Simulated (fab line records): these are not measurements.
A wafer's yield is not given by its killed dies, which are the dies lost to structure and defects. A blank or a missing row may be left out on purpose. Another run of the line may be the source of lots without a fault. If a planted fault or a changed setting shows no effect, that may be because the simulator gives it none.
Problem report in the 8D (eight disciplines) form, filled by code ; flow sky130 ; the parts of the form that need people (team, actions taken, sign-off) are left out

== 1. THE PROBLEM ==
Mean SONOS_ONO_CVD_04_THK at SKY_SONOS_ONO_THK_MEAS_05: 9.11 nm over 6 wafers in 2 lots; fault-free wafers: 5.74 nm, standard deviation 0.095. That is +35 standard deviations from the usual mean.
Earliest sighting: wafer L496.2 on film_metro-01 at day 12 08:46. The record has a number at this step for 39 wafers belonging to 13 lots. By rule, "out" or "out of limits" means more than 4 standard deviations away from the usual mean. Any other wafer with a number is counted as sound.

== 2. WHAT IT IS; WHAT IT IS NOT ==
question;is;is not
which readings at this step;SONOS_ONO_CVD_04_THK;-
which lots;L496, L497;L493, L494, L495, L506, L507, L508, L509, L510, L511, L513, L516
which wafers of those lots;all that have a number;-
read on which gauges;film_metro-01, film_metro-03;film_metro-02
when;from day 12 08:46;"up to then (9 sound wafers); but 24 sound wafers of L506, L507, L508, L509, L510, L511, L513, L516 came after"

== 3. THE SUSPECTS, EACH WITH WHAT RULES IT OUT ==
Counting: a tool stays on the suspect list if, at a process step up to the reading, it processed all lots that are out and no sound lot following the first of them.
- the gauge at SKY_SONOS_ONO_THK_MEAS_05 has been ruled out. The wafers that are out were read on 2 gauges (film_metro-01, film_metro-03).
- lpcvd-03 at SKY_SONOS_ONO_CVD_04 (deposits SiO2 from SiH4/N2O, target thk 5.7199 nm): ruled out as a lasting fault. After its first lot that is out, L496 (day 12 07:31), sound lots L506, L507, L508, L509, L510, L511, L513, L516 ran on it.
Left after counting: nothing in the record.

== 4. THE CAUSE (what the simulator had put in) ==
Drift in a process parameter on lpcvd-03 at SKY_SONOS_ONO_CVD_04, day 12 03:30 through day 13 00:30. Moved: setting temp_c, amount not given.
The count ruled it out by mistake, since the rule takes a fault to strike every lot its tool runs from the start of the fault on, and this one did not do so.

== 5. THE EFFECT CHAIN, in route order ==
Each row: a reading whose mean over the struck wafers that have a number lies more than 3 standard deviations from the usual. Only readings for which the record gives a usual standard deviation are gone through. hours: the time from each lot's start at the first step in this table that gives one to its start at this step, as a median over the lots. sigmas: the change in usual standard deviations.
hours;step;reading;usual;on struck wafers;change;sigmas
0;SKY_SONOS_ONO_CVD_04;spike_tc_bottom_C;916.2 C;963.7;+47.5;+22
0;SKY_SONOS_ONO_CVD_04;spike_tc_centre_C;899.5 C;946.5;+47.0;+43
0;SKY_SONOS_ONO_CVD_04;spike_tc_lower_C;900.8 C;946.6;+45.8;+42
0;SKY_SONOS_ONO_CVD_04;spike_tc_top_C;913.0 C;957.6;+44.6;+17
0;SKY_SONOS_ONO_CVD_04;spike_tc_upper_C;899.9 C;946.3;+46.4;+36
0;SKY_SONOS_ONO_CVD_04;susceptor_temp_C;900.0 C;946.8;+46.8;+99 or more
0;SKY_SONOS_ONO_CVD_04;zone_power_centre_pct;17.50 %;19.71;+2.21;+7.4
0;SKY_SONOS_ONO_CVD_04;zone_power_upper_pct;18.6 %;21.2;+2.6;+6.1
2;SKY_SONOS_ONO_THK_MEAS_05;SONOS_ONO_CVD_04_THK;5.74 nm;9.11;+3.37;+35
Its process steps:
- SKY_SONOS_ONO_CVD_04: deposits SiO2 from SiH4/N2O, target thk 5.7199 nm.

== 6. HOW IT WOULD HAVE BEEN CAUGHT EARLIER ==
The first out-of-limits reading at a measuring or inspecting step in this record came at day 12 08:46, 5 hours after the fault's start at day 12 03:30.
At SKY_SONOS_ONO_CVD_04, the tool's own readings (spike_tc_bottom_C, spike_tc_centre_C, spike_tc_lower_C, spike_tc_top_C, spike_tc_upper_C, susceptor_temp_C, zone_power_centre_pct, zone_power_upper_pct) were out on each struck wafer the step has a row for, so an alarm limit on them would have fired on the first such wafer.
